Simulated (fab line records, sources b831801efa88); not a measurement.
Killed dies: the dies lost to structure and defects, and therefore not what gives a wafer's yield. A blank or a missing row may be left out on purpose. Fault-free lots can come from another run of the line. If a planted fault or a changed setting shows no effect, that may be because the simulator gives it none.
fab line records | flow gf180mcu | part 2 of 2: steps 36 to 47 of 47
[record] lots = 5 wafers = 15 last_day = 33
route steps=602 shown MVSD@74 MVPSD@78 VT_IMPLANT@90
lots that met no fault: from a run of the same line without faults
start_h: start of the lot's first displayed wafer, in hours after the record's first day | wait_h: time in hours since the lot's previous step | " identical to the entry in the row above | L1.1+2: several wafers, shown together as one row | - no value, or no start given | * or withheld: withheld | < > ~ a bound
route shown NAME@n: names a module that has steps shown in the file, with the first one's number in the route | usual: mean and standard deviation over wafers with no fault | same: alike in all rows | chamber/n: place in a boat | sites: the reading at each site | _std_site: the standard deviation of these | _edge_site: outer sites' mean less inner sites' | radius_mm: for every site, how far away it sits from the centre of the wafer | mask NAME#n: copy n | behind: the most recent tool/chamber to have shaped the wafer | hold: why the lot was held/for how many hours/how that ended | device: which transistor (n, p or np) failed to switch | end of line: tests run on the same wafers once the route is complete | for a step that has no rows: nothing shown but its recipe | killed: the dies lost at the first sort to structure and to defects; this is not the yield of the wafer | map: a wafer's dies, marking killed ones x, the rest . and places with no die _
set.NAME: setting as actually run; set.NAME@STEP: the setting as run at that earlier step | model.NAME: the simulator's own value behind a step, which no gauge read
lots at selected steps of the route; one table per step, one row per wafer
services: when a tool's chamber went out of use (start_h, in hours from the record's first day, below 0 if earlier), for how many hours, and the reason
[[steps]]
[step GF_VT_IMPLANT_IMPLANT_19]
[recipe] species = As energy_kev = 100 dose_cm2 = 4.35e+12 tilt_deg = 7
[usual] beam_on_s = 10.00/0.21
// columns lot.wafer tool chamber start_h wait_h beam_on_s
L074.1 implanter-03 0 127.11 0.0 10.13
L074.2 " 0 " " 9.69
L074.3 " 0 " " 10.15
L075.4 implanter-03 0 132.17 0.1 10.11
L075.5 " 0 " " 9.90
L075.6 " 0 " " 9.69
L081.2 implanter-04 0 169.77 0.0 10.07
L081.3 " 0 " " 9.95
L081.6 " 0 " " 9.86
L088.3 implanter-04 0 215.79 0.1 10.34
L088.4 " 0 " " 9.78
L088.6 " 0 " " 9.66
L093.3 implanter-04 0 247.99 0.1 10.10
L093.5 " 0 " " 9.80
L093.6 " 0 " " 10.13
[step GF_VT_IMPLANT_STRIP_20]
[recipe] chemistry = O2/N2 power_w = 1400 pressure_mtorr = 1500 platen_temp_c = 250 o2_flow_sccm = 3000 n2_flow_sccm = 300 overash_fraction = 0.5
[usual] drypump_motor_current_A = 6.0/0.5 heater_power_w = 324/48 oes_product_au = 0.716/0.0045 strip_time_to_endpoint_s = 12.60/0.032
// columns lot.wafer tool chamber start_h wait_h drypump_motor_current_A heater_power_w oes_product_au rf_hours_counter_h strip_time_to_endpoint_s
L074.1 plasma_asher-03 1 127.26 0.1 6.7 397 0.716 32 12.59
L074.2 " 0 " " 6.1 246 0.726 32 12.62
L074.3 " 1 " " 6.7 396 0.710 - 12.62
L075.4 plasma_asher-03 0 132.28 0.1 6.1 250 0.710 - 12.61
L075.5 " 1 " " 6.7 397 0.718 - 12.52
L075.6 " 0 " " 6.1 250 0.720 - 12.53
L081.2 plasma_asher-04 0 169.89 0.1 5.1 319 0.719 51 12.60
L081.3 " 0 " " 5.1 316 0.717 - 12.57
L081.6 " 0 " " 5.0 318 0.718 - 12.57
L088.3 plasma_asher-04 0 215.92 0.1 5.1 320 0.711 - 12.61
L088.4 " 1 " " 6.2 341 0.718 - 12.64
L088.6 " 1 " " 6.2 328 0.717 - 12.66
L093.3 plasma_asher-02 0 248.13 0.1 5.8 300 0.715 - 12.63
L093.5 " 0 " " 5.8 305 0.719 - 12.56
L093.6 " 1 " " 6.0 345 0.719 - 12.58
[step GF_VT_IMPLANT_TW_MEAS_21]
[usual] VT_IMPLANT_2_TW = 1214/7.6
// columns lot.wafer tool chamber start_h wait_h VT_IMPLANT_2_TW
L074.1 film_metro-01 - 127.36 0.1 1222
L074.2 " - " " 1218
L074.3 " - " " 1222
L075.4 film_metro-03 - 132.37 0.1 1219
L075.5 " - " " 1213
L075.6 " - " " 1220
L081.2 film_metro-03 - 170.01 0.1 1218
L081.3 " - " " 1216
L081.6 " - " " 1220
L088.3 film_metro-03 - 216.01 0.1 1217
L088.4 " - " " 1216
L088.6 " - " " 1216
L093.3 film_metro-04 - 248.21 0.1 1214
L093.5 " - " " 1213
L093.6 " - " " 1218
[step GF_VT_IMPLANT_DEHYDRATE_22]
[recipe] temp_c = 200 time_s = 60
// columns lot.wafer tool chamber start_h wait_h
L074.1+2+3 litho_track-03 0 134.31 6.9
L075.4+5+6 litho_track-01 0 139.50 7.1
L081.2+3+6 litho_track-02 0 177.73 7.7
L088.3+4+6 litho_track-03 0 224.91 8.9
L093.3+5+6 litho_track-03 0 257.45 9.2
[step GF_VT_IMPLANT_HMDS_23]
[recipe] prime_time_s = 60 prime_temp_c = 120
// columns lot.wafer tool chamber start_h wait_h
L074.1+2+3 litho_track-03 0 134.46 0.1
L075.4+5+6 litho_track-01 0 139.65 0.1
L081.2+3+6 litho_track-02 0 177.88 0.1
L088.3+4+6 litho_track-03 0 225.06 0.1
L093.3+5+6 litho_track-03 0 257.60 0.1
[step GF_VT_IMPLANT_COAT_24]
[recipe] resist = NOVOLAK spin_rpm = 3000 resist_thk_nm = 1000
// columns lot.wafer tool chamber start_h wait_h
L074.1+2+3 litho_track-03 0 134.61 0.1
L075.4+5+6 litho_track-01 0 139.80 0.1
L081.2+3+6 litho_track-02 0 178.03 0.1
L088.3+4+6 litho_track-03 0 225.21 0.1
L093.3+5+6 litho_track-03 0 257.75 0.1
[step GF_VT_IMPLANT_SOFTBAKE_25]
[recipe] temp_c = 90 time_s = 60 resist = NOVOLAK
// columns lot.wafer tool chamber start_h wait_h
L074.1+2+3 litho_track-03 0 134.76 0.1
L075.4+5+6 litho_track-01 0 139.95 0.1
L081.2+3+6 litho_track-02 0 178.18 0.1
L088.3+4+6 litho_track-03 0 225.36 0.1
L093.3+5+6 litho_track-03 0 257.90 0.1
[step GF_VT_IMPLANT_EXPOSE_26]
[recipe] mask_id = LVPWELL_HV_AREA target_cd_nm = 860 na = 0.6 source_shape = conventional sigma_outer = 0.6 dose_mj = 140
// columns lot.wafer tool chamber start_h wait_h mask
L074.1+2+3 iline_stepper-01 0 - - LVPWELL_HV_AREA#0
L075.4+5+6 iline_stepper-02 0 - - LVPWELL_HV_AREA#0
L081.2+3+6 iline_stepper-01 0 - - LVPWELL_HV_AREA#0
L088.3+4+6 iline_stepper-02 0 - - LVPWELL_HV_AREA#0
L093.3+5+6 iline_stepper-02 0 - - LVPWELL_HV_AREA#0
[step GF_VT_IMPLANT_PEB_27]
[recipe] temp_c = withheld time_s = * resist = NOVOLAK
// columns lot.wafer tool chamber start_h wait_h
L074.1+2+3 litho_track-02 0 - -
L075.4+5+6 litho_track-03 0 - -
L081.2+3+6 litho_track-01 0 - -
L088.3+4+6 litho_track-03 0 - -
L093.3+5+6 litho_track-03 0 - -
[step GF_VT_IMPLANT_DEVELOP_28]
[recipe] develop_time_s = 60 dev_temp_c = 23
// columns lot.wafer tool chamber start_h wait_h
L074.1+2+3 litho_track-02 0 142.86 0.1
L075.4+5+6 litho_track-03 0 147.48 0.1
L081.2+3+6 litho_track-01 0 186.45 0.1
L088.3+4+6 litho_track-03 0 234.36 0.1
L093.3+5+6 litho_track-03 0 267.70 0.1
[step GF_VT_IMPLANT_OVL_MEAS_29]
[usual] VT_IMPLANT_02_OVL = -0.4/1.5
// columns lot.wafer tool chamber start_h wait_h VT_IMPLANT_02_OVL[nm]
L074.1 overlay-01 - 143.01 0.1 2.7
L074.2 " - " " 0.9
L074.3 " - " " 1.9
L075.4 overlay-02 - 147.57 0.1 -0.1
L075.5 " - " " -1.0
L075.6 " - " " -2.8
L081.2 overlay-02 - 186.58 0.1 -0.5
L081.3 " - " " 0.5
L081.6 " - " " 1.6
L088.3 overlay-02 - 234.47 0.1 0.6
L088.4 " - " " 0.9
L088.6 " - " " 1.2
L093.3 overlay-02 - 267.82 0.1 2.7
L093.5 " - " " 2.0
L093.6 " - " " 2.5
[step GF_VT_IMPLANT_IMPLANT_30]
[recipe] species = B energy_kev = 25 dose_cm2 = 2.534e+12 tilt_deg = 7
[usual] beam_on_s = 10.03/0.22
// columns lot.wafer tool chamber start_h wait_h beam_on_s
L074.1 implanter-04 0 143.05 0.0 10.11
L074.2 " 0 " " 9.85
L074.3 " 0 " " 10.32
L075.4 implanter-03 0 147.67 0.1 9.69
L075.5 " 0 " " 10.11
L075.6 " 0 " " 10.22
L081.2 implanter-02 0 186.63 0.0 10.24
L081.3 " 0 " " 9.98
L081.6 " 0 " " 9.94
L088.3 implanter-03 0 234.54 0.1 10.51
L088.4 " 0 " " 9.90
L088.6 " 0 " " 10.21
L093.3 implanter-03 0 267.89 0.1 10.29
L093.5 " 0 " " 9.87
L093.6 " 0 " " 10.29
[[services]]
// columns tool chamber start_h hours kind
implanter-02 - 66.50 3.0 pm
implanter-04 - 73.50 3.6 pm
iline_stepper-02 - 81.50 7.9 repair
plasma_asher-02 - 81.70 0.9 repair
implanter-03 - 93.21 4.2 repair
iline_stepper-02 - 97.97 9.1 repair
plasma_asher-01 - 108.75 9.0 pm
implanter-04 - 115.27 8.8 repair
iline_stepper-02 - 141.90 29.2 repair
iline_stepper-01 - 142.30 - consumable_replace:lamp
implanter-02 - 148.02 2.2 repair
implanter-02 - 162.65 7.5 repair
iline_stepper-01 0 171.17 - calibration
implanter-03 - 178.45 2.0 repair
implanter-03 - 188.44 0.7 repair
implanter-02 - 189.42 1.8 repair
implanter-03 - 196.04 9.1 repair
plasma_asher-03 - 197.65 0.9 repair
implanter-01 - 210.38 5.3 pm
implanter-03 - 213.56 0.7 repair
plasma_asher-03 - 214.13 2.8 pm
implanter-04 - 216.78 1.2 repair
iline_stepper-01 - 220.23 1.7 pm
implanter-03 - 242.85 6.2 repair
